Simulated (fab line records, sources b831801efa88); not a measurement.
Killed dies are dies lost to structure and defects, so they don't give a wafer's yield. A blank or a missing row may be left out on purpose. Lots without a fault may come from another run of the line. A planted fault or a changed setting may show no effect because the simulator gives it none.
Which tool did it? | flow gf180mcu | 13 lots, 39 wafers sampled, at 5 steps of a route of 602

WHAT THE GAUGES READ, wafer by wafer
GF_M4_OVL_MEAS_15. Usual: M4_OVL -2 nm, standard deviation 4.7.
lot  | measured     | on         | M4_OVL (nm) | flag
L164 | day 23 18:35 | overlay-01 | -2 -4 -6    |
L166 | day 24 02:26 | overlay-02 | 0 -6 -8     |
L167 | day 24 09:17 | overlay-01 | -6 -5 -7    |
L168 | day 25 00:23 | overlay-01 | -4 1 -6     |
L169 | day 25 07:17 | overlay-01 | -4 6 4      |
L172 | day 26 00:14 | overlay-02 | 1 -1 2      |
L176 | day 27 08:44 | overlay-01 | -7 -2 -7    |
L178 | day 28 07:41 | overlay-01 | -13 -8 3    |
L179 | day 28 15:35 | overlay-02 | 8 2 3       |
L180 | day 28 18:23 | overlay-02 | -11 -12 -13 |
L182 | day 29 07:41 | overlay-01 | -1 -2 -4    |
L185 | day 29 22:08 | overlay-01 | -4 -4 -8    |
L184 | day 29 22:26 | overlay-02 | 7 1 -3      |

GF_V4_CD_MEAS_14: target cd 260 nm. Usual: cd_nm 259.8 nm, standard deviation 1.1.
lot  | measured     | on        | cd_nm (nm)        | flag
L164 | day 24 18:17 | cd_sem-02 | 258.9 257.5 257.9 |
L166 | day 25 01:40 | cd_sem-02 | 260.0 260.5 260.8 |
L167 | day 25 08:26 | cd_sem-02 | 259.8 259.5 259.1 |
L168 | day 25 22:47 | cd_sem-01 | 260.6 261.3 261.0 |
L169 | day 26 05:40 | cd_sem-01 | 260.6 260.2 260.6 |
L172 | day 26 22:10 | cd_sem-02 | 259.2 258.5 259.5 |
L176 | day 28 05:41 | cd_sem-02 | 261.1 259.9 260.0 |
L178 | day 29 04:19 | cd_sem-02 | 260.3 259.8 259.0 |
L179 | day 29 12:37 | cd_sem-01 | 259.8 258.8 259.0 |
L180 | day 29 14:39 | cd_sem-01 | 260.1 260.6 259.2 |
L182 | day 30 03:49 | cd_sem-02 | 259.6 258.8 259.0 |
L185 | day 30 18:22 | cd_sem-02 | 259.0 259.7 258.9 |
L184 | day 30 18:22 | cd_sem-01 | 261.7 260.2 260.7 |

GF_V4_RS_MEAS_24: measures by four-point-probe. Usual: V4_W_RS 0.327 ohm/sq, standard deviation 0.0047.
lot  | measured     | on            | V4_W_RS (ohm/sq)                          | flag
L164 | day 24 19:25 | film_metro-04 | 0.329 0.327 0.329                         |
L166 | day 25 02:50 | film_metro-02 | 0.326 0.328 0.331                         |
L167 | day 25 09:28 | film_metro-02 | 0.326 0.322 0.329                         |
L168 | day 25 23:49 | film_metro-04 | 44.880 45.299 44.330 44.788 45.275 44.309 | OFF
L169 | day 26 06:41 | film_metro-01 | 44.474 45.107 44.855 44.428 45.117 44.795 | OFF
L172 | day 26 23:14 | film_metro-04 | 0.316 0.321 0.315                         |
L176 | day 28 06:44 | film_metro-01 | 0.330 0.328 0.328                         |
L178 | day 29 05:20 | film_metro-02 | 0.327 0.331 0.327                         |
L179 | day 29 13:46 | film_metro-02 | 0.331 0.325 0.330                         |
L180 | day 29 15:50 | film_metro-04 | 0.328 0.331 0.335                         |
L182 | day 30 05:11 | film_metro-02 | 0.333 0.324 0.320                         |
L185 | day 30 19:25 | film_metro-01 | 0.326 0.327 0.332                         |
L184 | day 30 19:24 | film_metro-04 | 0.320 0.320 0.329                         |

WHICH TOOL RAN EACH LOT (tool, then ch and the chambers of the sampled wafers, then the start)
lot  | GF_V4_CVD_02                    | GF_V4_CVD_23
L164 | pecvd-03 ch 0,1,2, day 23 19:31 | cvd_w-02 ch 0, day 24 19:13
L166 | pecvd-03 ch 0,1,2, day 24 03:16 | cvd_w-02 ch 0, day 25 02:37
L167 | pecvd-03 ch 0,2, day 24 10:07   | cvd_w-01 ch 0,1, day 25 09:20
L168 | pecvd-04 ch 0,2, day 25 01:14   | cvd_w-01 ch 0,1, day 25 23:40
L169 | pecvd-03 ch 0,1,2, day 25 08:10 | cvd_w-02 ch 0,1, day 26 06:35
L172 | pecvd-01 ch 1,2, day 26 01:03   | cvd_w-01 ch 0,1, day 26 23:05
L176 | pecvd-03 ch 0,1,2, day 27 09:35 | cvd_w-02 ch 0,1, day 28 06:37
L178 | pecvd-03 ch 0,2, day 28 08:30   | cvd_w-02 ch 0,1, day 29 05:14
L179 | pecvd-01 ch 0,1, day 28 16:24   | cvd_w-01 ch 0, day 29 13:32
L180 | pecvd-03 ch 0,2, day 28 19:12   | cvd_w-01 ch 0, day 29 15:37
L182 | pecvd-01 ch 0,1, day 29 08:50   | cvd_w-01 ch 0,1, day 30 05:04
L185 | pecvd-03 ch 1,2, day 29 22:56   | cvd_w-02 ch 0,1, day 30 19:17
L184 | pecvd-01 ch 0,2, day 29 23:22   | cvd_w-01 ch 0,1, day 30 19:17
- GF_V4_CVD_02: deposits SiO2 from TEOS, target thk 850 nm, time 94.851 s.
- GF_V4_CVD_23: deposits W, target thk 350 nm, time 104.9 s.

WHAT THE TOOLS THEMSELVES READ (means of the sampled wafers that have a number; where no wafer has one, the mark that the record gives instead)
GF_V4_CVD_02. Usual: heater_power_outer_w 359 W, standard deviation 40; heater_power_w 620 W, standard deviation 65; rf_fwd_power_W 596.3 W, standard deviation 2.
lot  | tool     | heater_power_outer_w (W) | heater_power_w (W) | rf_fwd_power_W (W) | flag
L164 | pecvd-03 | 332                      | 569                | 595.8              |
L166 | pecvd-03 | 372                      | 632                | 596.7              |
L167 | pecvd-03 | 334                      | 592                | 594.9              |
L168 | pecvd-04 | 387                      | 636                | 593.5              |
L169 | pecvd-03 | 348                      | 578                | 596.7              |
L172 | pecvd-01 | 400                      | 703                | 597.5              |
L176 | pecvd-03 | 368                      | 618                | 597.4              |
L178 | pecvd-03 | 344                      | 592                | 599.1              |
L179 | pecvd-01 | 358                      | 637                | 596.6              |
L180 | pecvd-03 | 347                      | 587                | 596.6              |
L182 | pecvd-01 | 382                      | 681                | 596.5              |
L185 | pecvd-03 | 314                      | 561                | 596.5              |
L184 | pecvd-01 | 394                      | 700                | 595.0              |

GF_V4_CVD_23. Usual: chamber_pressure_Torr 40.00 Torr, standard deviation 0.078; heater_power_outer_w 587 W, standard deviation 30; heater_power_w 984 W, standard deviation 68.
lot  | tool     | chamber_pressure_Torr (Torr) | heater_power_outer_w (W) | heater_power_w (W) | flag
L164 | cvd_w-02 | 39.99                        | 613                      | 1055               |
L166 | cvd_w-02 | 39.99                        | 612                      | 1058               |
L167 | cvd_w-01 | 40.01                        | 569                      | 936                |
L168 | cvd_w-01 | -                            | -                        | -                  | OFF
L169 | cvd_w-02 | -                            | -                        | -                  | OFF
L172 | cvd_w-01 | 40.03                        | 589                      | 1000               |
L176 | cvd_w-02 | 40.06                        | 602                      | 1007               |
L178 | cvd_w-02 | 39.95                        | 588                      | 979                |
L179 | cvd_w-01 | 40.02                        | 546                      | 903                |
L180 | cvd_w-01 | 39.99                        | 541                      | 913                |
L182 | cvd_w-01 | 40.06                        | 584                      | 994                |
L185 | cvd_w-02 | 40.04                        | 603                      | 1022               |
L184 | cvd_w-01 | 39.94                        | 602                      | 989                |

THE ANSWER, worked out from the rows above alone
Rule: a lot is off if the mean of its wafers that have a number lies more than 3 standard deviations from the usual mean. A lot without any number at a reading at which 4 lots or more have one is off too. The other lots that the step has rows for count as sound. The gauges are gone through in route order, then the tools' own readings, and for those a lot's mean is taken as printed above. The first step at which some lot is off is used, and at that step the reading that is off furthest; a lot without a number counts as furthest.
Off: L168, L169, at GF_V4_RS_MEAS_24 (V4_W_RS).
A tool fits if, at a process step before that reading, it ran every lot that is off, and no sound lot after the first of them. The gauges at GF_V4_RS_MEAS_24 aren't tried: what is off there is off at GF_V4_CVD_23 too, on other tools, and a gauge's error can't cause that. None of those tried fits.

WHAT THE SIMULATOR HAD PUT IN
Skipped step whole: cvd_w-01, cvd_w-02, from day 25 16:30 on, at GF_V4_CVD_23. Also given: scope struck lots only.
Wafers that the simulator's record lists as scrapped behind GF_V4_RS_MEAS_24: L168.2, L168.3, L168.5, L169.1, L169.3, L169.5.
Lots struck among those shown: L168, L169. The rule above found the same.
